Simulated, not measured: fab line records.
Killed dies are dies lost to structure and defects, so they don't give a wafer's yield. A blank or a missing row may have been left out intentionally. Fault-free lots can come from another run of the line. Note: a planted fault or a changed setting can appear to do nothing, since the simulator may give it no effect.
Code-filled problem report in 8D (eight disciplines) form ; flow sky130 ; the parts of the form that need people (team, actions taken, sign-off) are left out

1. WHAT IS WRONG
CAP2M_CVD_00_THK at SKY_CAP2M_THK_MEAS_01 reads a mean of 7.20 nm on 2 wafers of 2 lots; wafers without a fault read 15.63 nm with a standard deviation of 0.23. That is -37 standard deviations from the usual mean.
Earliest sighting: wafer L437.3 on film metro-04 at day 43 00:36. The record has a number at this step for 36 wafers belonging to 12 lots. The rule behind "out" and "out of limits": a value lying over 4 standard deviations away from the usual mean. All remaining wafers that have a number are taken as sound.

2. WHAT THIS IS AND IS NOT
question;is;is not
which readings at this step;CAP2M_CVD_00_THK;-
which lots;L437, L439;L427, L429, L433, L434, L443, L444, L445, L446, L449, L450
which wafers of those lots;L437.3, L439.3;L437.1, L437.5, L439.1, L439.5
read on which gauges;film metro-04;film metro-01, film metro-02
when;from day 43 00:36;"up to then (14 sound wafers); but 20 sound wafers of L439, L443, L444, L445, L446, L449, L450 came after"

3. WHAT RULES OUT EACH SUSPECT
Counting: any tool at a process step up to the reading remains a suspect provided it ran every lot that is out. Sound lots after the first of them don't rule it out here, since some wafers of a struck lot are sound.
- ruled out: the gauge at SKY_CAP2M_THK_MEAS_01. All the wafers that are out were read on film metro-04, but those of them that SKY_METAL4_ETCH_17 has rows for are out there too, on other tools.
- pecvd-03 at SKY_CAP2M_CVD_00 (deposits SiO2, target thk 15.5 nm): kept. Every lot that is out went through it, the first being L437 (day 43 00:35); the last sound lot it ran before that was L433 (day 41 12:29).
Remaining after the count: pecvd-03 at SKY_CAP2M_CVD_00.

4. THE CAUSE (what the simulator had put in)
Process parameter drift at SKY_CAP2M_CVD_00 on pecvd-03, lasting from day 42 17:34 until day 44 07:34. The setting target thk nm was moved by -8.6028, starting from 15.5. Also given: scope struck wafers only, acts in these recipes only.
Only this tool survived the counting.

5. THE EFFECT CHAIN, in route order
Rows list readings where the struck wafers' mean (over those with a number) sits beyond 3 standard deviations from the usual. Only readings for which the record gives a usual standard deviation are gone through. hours: the time from each lot's start at the first step in this table that gives one to its start at this step, as a median over the lots. sigmas: the change in usual standard deviations.
hours;step;reading;usual;on struck wafers;change;sigmas
0;SKY_CAP2M_THK_MEAS_01;CAP2M_CVD_00_THK;15.63 nm;7.20;-8.44;-37
45;SKY_METAL4_ETCH_17;oes product au;0.758 a.u.;0.552;-0.206;-29
Its process steps:
- SKY_METAL4_ETCH_17: etches SiO2 in C4F8/O2/Ar, stops on TiN, time 3.9 s, target depth 15 nm.

6. HOW IT WOULD HAVE BEEN CAUGHT EARLIER
The first out-of-limits reading at a measuring or inspecting step in this record came at day 43 00:36, 7 hours after the fault's start at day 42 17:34.
An alarm limit of 4 standard deviations would not have fired on the tool readings at SKY_CAP2M_CVD_00 for which the record gives a usual standard deviation, since none of them was out on any struck wafer.
Among the 2 lots that are out, L439 began SKY_CAP2M_CVD_00 on pecvd-03 after day 43 00:36. It would have been spared by a hold on the tool at that moment.
